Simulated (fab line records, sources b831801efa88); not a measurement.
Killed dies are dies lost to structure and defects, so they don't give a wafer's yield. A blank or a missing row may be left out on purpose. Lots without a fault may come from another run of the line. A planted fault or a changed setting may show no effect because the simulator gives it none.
Which tool did it? | flow sky130 | 14 lots, 42 wafers sampled, at 4 steps of a route of 708

WHAT THE GAUGES READ, wafer by wafer
SKY_LI_CONTACT_THK_MEAS_23: measures by xrf.
lot  | measured     | on            | LI_CONTACT_W_THK (nm)
L549 | day 29 06:40 | film_metro-02 | 417 408 420
L550 | day 29 18:47 | film_metro-03 | 399 407 397
L551 | day 29 23:17 | film_metro-02 | 419 424 416
L553 | day 30 04:28 | film_metro-03 | 397 403 403
L555 | day 31 00:11 | film_metro-02 | 422 416 414
L557 | day 31 16:08 | film_metro-04 | 402 411 400
L556 | day 31 15:23 | film_metro-03 | 405 404 396
L558 | day 31 23:46 | film_metro-04 | 404 410 401
L560 | day 33 08:26 | film_metro-04 | 414 409 417
L563 | day 33 17:27 | film_metro-02 | 407 414 408
L564 | day 33 23:13 | film_metro-03 | 400 399 404
L565 | day 34 11:12 | film_metro-03 | 404 412 410
L570 | day 35 20:10 | film_metro-03 | 408 397 405
L572 | day 36 17:59 | film_metro-04 | 417 414 416

SKY_VIA2_CD_MEAS_12: target cd 200 nm.
lot  | measured     | on        | cd_nm (nm)
L549 | day 36 03:55 | cd_sem-02 | 201.3 201.9 201.9
L550 | day 36 19:07 | cd_sem-01 | 201.2 199.4 200.3
L551 | day 36 23:08 | cd_sem-02 | 201.2 202.4 201.4
L553 | day 37 04:04 | cd_sem-01 | 199.4 198.3 198.8
L555 | day 38 01:00 | cd_sem-01 | 200.9 200.8 200.9
L557 | day 38 17:22 | cd_sem-02 | 199.1 199.5 198.8
L556 | day 38 14:52 | cd_sem-01 | 201.4 201.3 201.0
L558 | day 39 00:05 | cd_sem-02 | 199.6 199.0 198.2
L560 | day 40 07:47 | cd_sem-02 | 198.4 199.6 199.4
L563 | day 40 16:40 | cd_sem-01 | 199.8 199.3 197.4
L564 | day 40 20:40 | cd_sem-02 | 198.7 200.3 200.7
L565 | day 41 06:38 | cd_sem-02 | 199.0 198.4 200.0
L570 | day 42 14:20 | cd_sem-01 | 199.8 200.3 200.7
L572 | day 43 07:56 | cd_sem-01 | 201.9 202.5 203.2

WHICH TOOL RAN EACH LOT (tool, then ch and the chambers of the sampled wafers, then the start)
lot  | SKY_LDD_LDN_IMPLANT_11          | SKY_METAL2_SPUTTER_03
L549 | implanter-02 ch 0, day 23 00:29 | pvd_sputter-02, day 33 20:01
L550 | implanter-03 ch 0, day 23 14:10 | pvd_sputter-03, day 34 12:14
L551 | implanter-04 ch 0, day 23 15:26 | pvd_sputter-03, day 34 15:58
L553 | implanter-02 ch 0, day 24 02:52 | pvd_sputter-03, day 34 20:47
L555 | implanter-02 ch 0, day 25 00:38 | pvd_sputter-02, day 35 17:13
L557 | implanter-04 ch 0, day 25 15:04 | pvd_sputter-02, day 36 09:45
L556 | implanter-04 ch 0, day 25 16:10 | pvd_sputter-03, day 36 07:46
L558 | implanter-03 ch 0, day 26 03:08 | pvd_sputter-04, day 36 17:06
L560 | implanter-03 ch 0, day 27 12:39 | pvd_sputter-04, day 38 02:00
L563 | implanter-03 ch 0, day 28 00:26 | pvd_sputter-02, day 38 11:44
L564 | implanter-02 ch 0, day 28 07:06 | pvd_sputter-03, day 38 17:06
L565 | implanter-03 ch 0, day 28 18:51 | pvd_sputter-02, day 39 04:51
L570 | implanter-04 ch 0, day 30 03:59 | pvd_sputter-04, day 40 13:11
L572 | implanter-02 ch 0, day 30 22:46 | pvd_sputter-03, day 41 07:33
- SKY_LDD_LDN_IMPLANT_11
- SKY_METAL2_SPUTTER_03: material Ti, target thk 5 nm, time 3.3 s.

WHAT THE TOOLS THEMSELVES READ (means of the sampled wafers that have a number; where no wafer has one, the mark that the record gives instead)
SKY_LDD_LDN_IMPLANT_11.
lot  | tool         | beam_energy_keV
L549 | implanter-02 | 14.994
L550 | implanter-03 | 14.999
L551 | implanter-04 | 14.995
L553 | implanter-02 | 14.998
L555 | implanter-02 | 15.003
L557 | implanter-04 | 14.995
L556 | implanter-04 | 14.997
L558 | implanter-03 | 14.992
L560 | implanter-03 | 14.996
L563 | implanter-03 | 16.491
L564 | implanter-02 | 15.000
L565 | implanter-03 | 16.490
L570 | implanter-04 | 14.996
L572 | implanter-02 | 15.002

SKY_METAL2_SPUTTER_03.
lot  | tool           | throttle_valve_pct (%)
L549 | pvd_sputter-02 | 31.0
L550 | pvd_sputter-03 | 28.9
L551 | pvd_sputter-03 | 28.8
L553 | pvd_sputter-03 | 28.8
L555 | pvd_sputter-02 | 31.1
L557 | pvd_sputter-02 | 30.8
L556 | pvd_sputter-03 | 28.7
L558 | pvd_sputter-04 | 29.2
L560 | pvd_sputter-04 | 29.5
L563 | pvd_sputter-02 | 31.0
L564 | pvd_sputter-03 | 28.7
L565 | pvd_sputter-02 | 30.8
L570 | pvd_sputter-04 | 29.3
L572 | pvd_sputter-03 | 28.8

THE ANSWER, worked out from the rows above alone
Rule: what is usual is taken from the lots themselves. Put in order of their means at a reading, lots are off if they are a third of the lots or fewer, leave a main group of 4 or more, and stand apart from it by a gap of 3 or more times the standard deviation of the main group's means; of several such gaps the widest counts. A main group whose means are all the same, to the digits that the tables above print for the reading, isn't used. A lot without any number at a reading at which 4 lots or more have one is off too. The other lots that the step has rows for count as sound. The gauges are gone through in route order, then the tools' own readings, and for those a lot's mean is taken as printed above. The first step at which some lot is off is used, and at that step the reading that is off furthest; a lot without a number counts as furthest.
Off: L563, L565, at SKY_LDD_LDN_IMPLANT_11 (beam_energy_keV). The main group: mean 14.997, standard deviation 0.0031.
A tool fits if, at that step or a process step before it, it ran every lot that is off, and no sound lot after the first of them. One fits: implanter-03 at SKY_LDD_LDN_IMPLANT_11. Its last sound lot is L560 (day 27 12:39), its first lot that is off L563 (day 28 00:26): a fault that began between those two fits.
The tool's own readings at SKY_LDD_LDN_IMPLANT_11 bear it out: on the lots that are off they differ by more than 5 times the standard deviation of the sound lots' means. beam_energy_keV reads 16.490 there against 14.997 on the sound lots.

WHAT THE SIMULATOR HAD PUT IN
Process parameter drift: implanter-03, from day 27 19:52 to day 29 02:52, at SKY_LDD_LDN_IMPLANT_11. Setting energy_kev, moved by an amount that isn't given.
Lots struck among those shown: L563, L565. The rule above found the same.
